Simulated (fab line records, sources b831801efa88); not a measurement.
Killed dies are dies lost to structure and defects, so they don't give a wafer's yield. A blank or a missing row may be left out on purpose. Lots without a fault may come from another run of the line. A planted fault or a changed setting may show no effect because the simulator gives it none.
Which tool did it? | flow gf180mcu | 12 lots, 36 wafers sampled, at 5 steps of a route of 602

WHAT THE GAUGES READ, wafer by wafer
GF_CONTACT_THK_MEAS_01.
lot  | measured     | on            | CONTACT_CVD_00_THK (nm)
L648 | day 16 03:50 | film_metro-03 | 304.1 304.8 303.3
L649 | day 16 13:25 | film_metro-04 | 297.5 300.5 299.6
L650 | day 16 22:10 | film_metro-04 | 302.6 304.8 306.1
L651 | day 17 08:55 | film_metro-03 | 303.8 299.6 305.2
L652 | day 17 18:58 | film_metro-04 | 298.4 296.3 294.8
L653 | day 18 04:10 | film_metro-04 | 298.3 298.6 299.0
L654 | day 18 15:12 | film_metro-04 | 301.7 300.4 302.2
L657 | day 19 22:03 | film_metro-04 | 299.8 301.7 299.2
L662 | day 21 10:09 | film_metro-01 | 300.4 300.7 305.6
L664 | day 22 03:49 | film_metro-04 | 301.8 304.5 304.0
L667 | day 23 01:42 | film_metro-04 | 300.7 305.4 303.7
L668 | day 23 13:00 | film_metro-04 | 296.4 297.7 297.4

GF_CONTACT_CD_MEAS_14: target cd 220 nm.
lot  | measured     | on        | cd_nm (nm)
L648 | day 17 02:41 | cd_sem-02 | 219.1 218.1 218.6
L649 | day 17 13:32 | cd_sem-02 | 218.8 221.1 218.8
L650 | day 17 21:31 | cd_sem-01 | 218.8 220.0 219.9
L651 | day 18 08:55 | cd_sem-01 | 222.8 224.8 224.2
L652 | day 18 19:05 | cd_sem-02 | 217.0 218.6 218.7
L653 | day 19 04:38 | cd_sem-01 | 220.2 221.0 221.1
L654 | day 19 16:24 | cd_sem-01 | 220.0 218.5 218.9
L657 | day 20 23:06 | cd_sem-01 | 220.5 220.6 220.2
L662 | day 22 10:07 | cd_sem-02 | 219.8 218.5 219.8
L664 | day 23 03:10 | cd_sem-02 | 218.9 218.7 217.6
L667 | day 24 01:22 | cd_sem-01 | 219.2 219.3 219.3
L668 | day 24 11:06 | cd_sem-02 | 220.8 221.9 221.0

GF_M1_RS_MEAS_05: measures by four-point-probe.
lot  | measured     | on            | M1_ALCU_RS (ohm/sq)
L648 | day 17 04:11 | film_metro-03 | 0.0694 0.0696 0.0693
L649 | day 17 15:03 | film_metro-02 | 0.0699 0.0693 0.0696
L650 | day 17 23:02 | film_metro-03 | 0.0684 0.0696 0.0697
L651 | day 18 10:25 | film_metro-01 | 0.0688 0.0688 0.0684
L652 | day 18 20:44 | film_metro-01 | 0.0692 0.0697 0.0700
L653 | day 19 06:09 | film_metro-01 | 0.0698 0.0694 0.0694
L654 | day 19 17:57 | film_metro-01 | 0.0697 0.0693 0.0691
L657 | day 21 00:37 | film_metro-02 | 0.0695 0.0696 0.0704
L662 | day 22 11:38 | film_metro-01 | 0.0690 0.0677 0.0672
L664 | day 23 04:51 | film_metro-01 | 0.0678 0.0672 0.0686
L667 | day 24 02:53 | film_metro-02 | 0.0695 0.0695 0.0694
L668 | day 24 12:43 | film_metro-03 | 0.0701 0.0701 0.0707

WHICH TOOL RAN EACH LOT (tool, then ch and the chambers of the sampled wafers, then the start)
lot  | GF_CONTACT_SPUTTER_22        | GF_M1_SPUTTER_02
L648 | pvd_sputter-03, day 17 03:15 | pvd_sputter-01, day 17 04:04
L649 | pvd_sputter-03, day 17 14:05 | pvd_sputter-04, day 17 14:54
L650 | pvd_sputter-02, day 17 22:05 | pvd_sputter-03, day 17 22:53
L651 | pvd_sputter-01, day 18 09:30 | pvd_sputter-03, day 18 10:19
L652 | pvd_sputter-01, day 18 19:43 | pvd_sputter-04, day 18 20:32
L653 | pvd_sputter-03, day 19 05:15 | pvd_sputter-01, day 19 06:04
L654 | pvd_sputter-02, day 19 17:03 | pvd_sputter-03, day 19 17:52
L657 | pvd_sputter-03, day 20 23:41 | pvd_sputter-01, day 21 00:30
L662 | pvd_sputter-01, day 22 10:44 | pvd_sputter-04, day 22 11:33
L664 | pvd_sputter-02, day 23 03:47 | pvd_sputter-04, day 23 04:46
L667 | pvd_sputter-02, day 24 01:58 | pvd_sputter-01, day 24 02:47
L668 | pvd_sputter-03, day 24 11:43 | pvd_sputter-01, day 24 12:37
- GF_CONTACT_SPUTTER_22: material Ti, target thk 15 nm, time 80.02 s.
- GF_M1_SPUTTER_02: material AlCu, target thk 450 nm, time 23.9 s.

WHAT THE TOOLS THEMSELVES READ (means of the sampled wafers that have a number; where no wafer has one, the mark that the record gives instead)
GF_CONTACT_SPUTTER_22.
lot  | tool           | cathode_dc_power_W (W) | throttle_valve_pct (%)
L648 | pvd_sputter-03 | 2499.6                 | 29.9
L649 | pvd_sputter-03 | 2500.0                 | 30.1
L650 | pvd_sputter-02 | 2500.4                 | 30.2
L651 | pvd_sputter-01 | 2499.9                 | 30.3
L652 | pvd_sputter-01 | 2499.8                 | 29.6
L653 | pvd_sputter-03 | 2500.2                 | 29.6
L654 | pvd_sputter-02 | 2499.9                 | 29.9
L657 | pvd_sputter-03 | 2499.6                 | 30.3
L662 | pvd_sputter-01 | 2500.2                 | 30.3
L664 | pvd_sputter-02 | 2499.9                 | 29.5
L667 | pvd_sputter-02 | 2500.2                 | 29.8
L668 | pvd_sputter-03 | 2499.9                 | 29.2

GF_M1_SPUTTER_02.
lot  | tool           | cathode_dc_power_W (W) | throttle_valve_pct (%)
L648 | pvd_sputter-01 | 10600                  | 30.4
L649 | pvd_sputter-04 | 10599                  | 30.4
L650 | pvd_sputter-03 | 10600                  | 29.9
L651 | pvd_sputter-03 | 10600                  | 30.1
L652 | pvd_sputter-04 | 10600                  | 30.3
L653 | pvd_sputter-01 | 10600                  | 31.2
L654 | pvd_sputter-03 | 10600                  | 30.5
L657 | pvd_sputter-01 | 10600                  | 30.3
L662 | pvd_sputter-04 | 10872                  | 30.4
L664 | pvd_sputter-04 | 10870                  | 30.3
L667 | pvd_sputter-01 | 10599                  | 30.3
L668 | pvd_sputter-01 | 10601                  | 30.1

THE ANSWER, worked out from the rows above alone
Rule: what is usual is taken from the lots themselves. Put in order of their means at a reading, lots are off if they are a third of the lots or fewer, leave a main group of 4 or more, and stand apart from it by a gap of 3 or more times the standard deviation of the main group's means; of several such gaps the widest counts. A main group whose means are all the same, to the digits that the tables above print for the reading, isn't used. A lot without any number at a reading at which 4 lots or more have one is off too. The other lots that the step has rows for count as sound. The gauges are gone through in route order, then the tools' own readings, and for those a lot's mean is taken as printed above. The first step at which some lot is off is used, and at that step the reading that is off furthest; a lot without a number counts as furthest.
Off: L662, L664, at GF_M1_SPUTTER_02 (cathode_dc_power_W). The main group: mean 10600 W, standard deviation 0.54.
A tool fits if, at that step or a process step before it, it ran every lot that is off, and no sound lot after the first of them. One fits: pvd_sputter-04 at GF_M1_SPUTTER_02. Its last sound lot is L652 (day 18 20:32), its first lot that is off L662 (day 22 11:33): a fault that began between those two fits.
The tool's own readings at GF_M1_SPUTTER_02 bear it out: on the lots that are off they differ by more than 5 times the standard deviation of the sound lots' means. cathode_dc_power_W reads 10871 W there against 10600 W on the sound lots.

WHAT THE SIMULATOR HAD PUT IN
Process parameter drift: pvd_sputter-04, from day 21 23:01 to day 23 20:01, at GF_M1_SPUTTER_02. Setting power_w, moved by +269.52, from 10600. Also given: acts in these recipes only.
Lots struck among those shown: L662, L664. The rule above found the same.
